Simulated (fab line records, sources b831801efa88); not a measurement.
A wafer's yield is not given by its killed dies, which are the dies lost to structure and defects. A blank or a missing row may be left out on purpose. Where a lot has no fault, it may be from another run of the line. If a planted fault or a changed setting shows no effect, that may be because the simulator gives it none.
Commonality check across tools || flow gf180mcu || Lots sampled 12, wafers sampled 36

== THE REASON FOR OPENING IT ==
GF_HV_LDD_TW_MEAS_38, reading HV_LDD_3_TW: flagged on 2 of 12 lots. No-fault wafers: 1436, standard deviation 7.2.
Rule: a lot is flagged in two cases, either no wafer of it has a number, or all its wafers with numbers fall more than 4 standard deviations from that mean. The rest of the lots are taken to be sound.

{"lot": "L308", "measured": "day 12 02:12", "on": "filmMetro-04", "HV_LDD_3_TW, wafer by wafer": "1431 1426 1430", "flag": ""}
{"lot": "L309", "measured": "day 12 09:33", "on": "filmMetro-04", "HV_LDD_3_TW, wafer by wafer": "1426 1431 1430", "flag": ""}
{"lot": "L313", "measured": "day 13 12:29", "on": "filmMetro-04", "HV_LDD_3_TW, wafer by wafer": "1533 1543 1535", "flag": "FLAGGED"}
{"lot": "L315", "measured": "day 14 05:18", "on": "filmMetro-04", "HV_LDD_3_TW, wafer by wafer": "1543 1536 1546", "flag": "FLAGGED"}
{"lot": "L317", "measured": "day 14 22:59", "on": "filmMetro-03", "HV_LDD_3_TW, wafer by wafer": "1441 1449 1451", "flag": ""}
{"lot": "L320", "measured": "day 15 21:08", "on": "filmMetro-04", "HV_LDD_3_TW, wafer by wafer": "1440 1437 1437", "flag": ""}
{"lot": "L322", "measured": "day 16 11:22", "on": "filmMetro-04", "HV_LDD_3_TW, wafer by wafer": "1440 1438 1428", "flag": ""}
{"lot": "L323", "measured": "day 16 18:15", "on": "filmMetro-03", "HV_LDD_3_TW, wafer by wafer": "1435 1438 1437", "flag": ""}
{"lot": "L325", "measured": "day 17 14:28", "on": "filmMetro-04", "HV_LDD_3_TW, wafer by wafer": "1436 1438 1432", "flag": ""}
{"lot": "L328", "measured": "day 18 17:31", "on": "filmMetro-04", "HV_LDD_3_TW, wafer by wafer": "1440 1438 1432", "flag": ""}
{"lot": "L329", "measured": "day 18 20:51", "on": "filmMetro-04", "HV_LDD_3_TW, wafer by wafer": "1427 1437 1442", "flag": ""}
{"lot": "L330", "measured": "day 19 03:07", "on": "filmMetro-03", "HV_LDD_3_TW, wafer by wafer": "1436 1430 1428", "flag": ""}
Average over the flagged lots: 1539; offset from the usual +103, equal to +14 standard deviations.

== LOT BY LOT: THE TOOL USED ==
Before the reading, the record contains 3 process steps out of a 602-step route. In each cell: the tool, then ch and the chambers that the sampled wafers went through, then the start.
{"lot": "L308", "flag": "", "GF_VT_IMPLANT_RTA_45": "rtpAnneal-02 ch 0, day 8 01:10", "GF_HV_LDD_IMPLANT_34": "implanter-03 ch 0, day 12 01:34", "GF_HV_LDD_STRIP_37": "plasmaAsher-02 ch 0,1, day 12 02:01"}
{"lot": "L309", "flag": "", "GF_VT_IMPLANT_RTA_45": "rtpAnneal-01 ch 0, day 8 04:52", "GF_HV_LDD_IMPLANT_34": "implanter-03 ch 0, day 12 09:00", "GF_HV_LDD_STRIP_37": "plasmaAsher-01 ch 0,1, day 12 09:27"}
{"lot": "L313", "flag": "FLAGGED", "GF_VT_IMPLANT_RTA_45": "rtpAnneal-01 ch 0, day 9 06:44", "GF_HV_LDD_IMPLANT_34": "implanter-04 ch 0, day 13 11:37", "GF_HV_LDD_STRIP_37": "plasmaAsher-01 ch 0,1, day 13 12:23"}
{"lot": "L315", "flag": "FLAGGED", "GF_VT_IMPLANT_RTA_45": "rtpAnneal-02 ch 0, day 9 20:39", "GF_HV_LDD_IMPLANT_34": "implanter-04 ch 0, day 14 04:28", "GF_HV_LDD_STRIP_37": "plasmaAsher-01 ch 0,1, day 14 05:13"}
{"lot": "L317", "flag": "", "GF_VT_IMPLANT_RTA_45": "rtpAnneal-02 ch 0, day 10 12:13", "GF_HV_LDD_IMPLANT_34": "implanter-01 ch 0, day 14 22:26", "GF_HV_LDD_STRIP_37": "plasmaAsher-02 ch 0,1, day 14 22:53"}
{"lot": "L320", "flag": "", "GF_VT_IMPLANT_RTA_45": "rtpAnneal-01 ch 0, day 11 07:16", "GF_HV_LDD_IMPLANT_34": "implanter-03 ch 0, day 15 20:35", "GF_HV_LDD_STRIP_37": "plasmaAsher-02 ch 0,1, day 15 21:01"}
{"lot": "L322", "flag": "", "GF_VT_IMPLANT_RTA_45": "rtpAnneal-01 ch 0, day 11 17:51", "GF_HV_LDD_IMPLANT_34": "implanter-04 ch 0, day 16 10:49", "GF_HV_LDD_STRIP_37": "plasmaAsher-02 ch 0,1, day 16 11:16"}
{"lot": "L323", "flag": "", "GF_VT_IMPLANT_RTA_45": "rtpAnneal-02 ch 0, day 12 01:59", "GF_HV_LDD_IMPLANT_34": "implanter-01 ch 0, day 16 17:43", "GF_HV_LDD_STRIP_37": "plasmaAsher-01 ch 0,1, day 16 18:08"}
{"lot": "L325", "flag": "", "GF_VT_IMPLANT_RTA_45": "rtpAnneal-01 ch 0, day 12 16:28", "GF_HV_LDD_IMPLANT_34": "implanter-03 ch 0, day 17 13:55", "GF_HV_LDD_STRIP_37": "plasmaAsher-03 ch 0, day 17 14:22"}
{"lot": "L328", "flag": "", "GF_VT_IMPLANT_RTA_45": "rtpAnneal-02 ch 0, day 13 13:59", "GF_HV_LDD_IMPLANT_34": "implanter-01 ch 0, day 18 16:59", "GF_HV_LDD_STRIP_37": "plasmaAsher-02 ch 0,1, day 18 17:26"}
{"lot": "L329", "flag": "", "GF_VT_IMPLANT_RTA_45": "rtpAnneal-02 ch 0, day 13 20:02", "GF_HV_LDD_IMPLANT_34": "implanter-03 ch 0, day 18 20:19", "GF_HV_LDD_STRIP_37": "plasmaAsher-03 ch 0,1, day 18 20:44"}
{"lot": "L330", "flag": "", "GF_VT_IMPLANT_RTA_45": "rtpAnneal-02 ch 0, day 14 02:44", "GF_HV_LDD_IMPLANT_34": "implanter-01 ch 0, day 19 02:32", "GF_HV_LDD_STRIP_37": "plasmaAsher-01 ch 0,1, day 19 02:58"}
What is done by these steps:
- GF_VT_IMPLANT_RTA_45: time 30 s.
- GF_HV_LDD_IMPLANT_34
- GF_HV_LDD_STRIP_37: strips in O2/N2.
- GF_HV_LDD_TW_MEAS_38

== FLAGGED AGAINST TOTAL, ONE TOOL AT A TIME (gauges that did the reading follow at the end) ==
{"step": "GF_VT_IMPLANT_RTA_45", "tool": "rtpAnneal-01", "lots run": 5, "flagged": 1, "share of the flagged lots": "some", "sound lots run after its first flagged lot": "3 (L320,L322,L325)"}
{"step": "GF_VT_IMPLANT_RTA_45", "tool": "rtpAnneal-02", "lots run": 7, "flagged": 1, "share of the flagged lots": "some", "sound lots run after its first flagged lot": "5 (L317,L323,L328,L329,L330)"}
{"step": "GF_HV_LDD_IMPLANT_34", "tool": "implanter-01", "lots run": 4, "flagged": 0, "share of the flagged lots": "none", "sound lots run after its first flagged lot": "-"}
{"step": "GF_HV_LDD_IMPLANT_34", "tool": "implanter-03", "lots run": 5, "flagged": 0, "share of the flagged lots": "none", "sound lots run after its first flagged lot": "-"}
{"step": "GF_HV_LDD_IMPLANT_34", "tool": "implanter-04", "lots run": 3, "flagged": 2, "share of the flagged lots": "all", "sound lots run after its first flagged lot": "1 (L322)"}
{"step": "GF_HV_LDD_STRIP_37", "tool": "plasmaAsher-01", "lots run": 5, "flagged": 2, "share of the flagged lots": "all", "sound lots run after its first flagged lot": "2 (L323,L330)"}
{"step": "GF_HV_LDD_STRIP_37", "tool": "plasmaAsher-02", "lots run": 5, "flagged": 0, "share of the flagged lots": "none", "sound lots run after its first flagged lot": "-"}
{"step": "GF_HV_LDD_STRIP_37", "tool": "plasmaAsher-03", "lots run": 2, "flagged": 0, "share of the flagged lots": "none", "sound lots run after its first flagged lot": "-"}
{"step": "GF_HV_LDD_TW_MEAS_38", "tool": "filmMetro-03", "lots run": 3, "flagged": 0, "share of the flagged lots": "none", "sound lots run after its first flagged lot": "-"}
{"step": "GF_HV_LDD_TW_MEAS_38", "tool": "filmMetro-04", "lots run": 9, "flagged": 2, "share of the flagged lots": "all", "sound lots run after its first flagged lot": "5 (L320,L322,L325,L328,L329)"}

== WHAT IS ALLOWED BY THE TABLE ==
Every flagged lot was run by 3 rows of the table: implanter-04 at GF_HV_LDD_IMPLANT_34, plasmaAsher-01 at GF_HV_LDD_STRIP_37 and filmMetro-04 at GF_HV_LDD_TW_MEAS_38.
- implanter-04 at GF_HV_LDD_IMPLANT_34: 2 of its 3 lots flagged. Sound lots followed the first flagged one (L322) on it, something a lasting fault affecting the whole tool could not allow.
- plasmaAsher-01 at GF_HV_LDD_STRIP_37: 2 of its 5 lots flagged. Sound lots followed the first flagged one (L323, L330) on it, something a lasting fault affecting the whole tool could not allow.
- filmMetro-04 at GF_HV_LDD_TW_MEAS_38: 2 of its 9 lots flagged. Sound lots followed the first flagged one (L320, L322, L325, L328, L329) on it, something a lasting fault affecting the whole tool could not allow.
There is no row in the table that ran each flagged lot and no sound lot after the first.

== WHAT HAD BEEN PUT IN BY THE SIMULATOR ==
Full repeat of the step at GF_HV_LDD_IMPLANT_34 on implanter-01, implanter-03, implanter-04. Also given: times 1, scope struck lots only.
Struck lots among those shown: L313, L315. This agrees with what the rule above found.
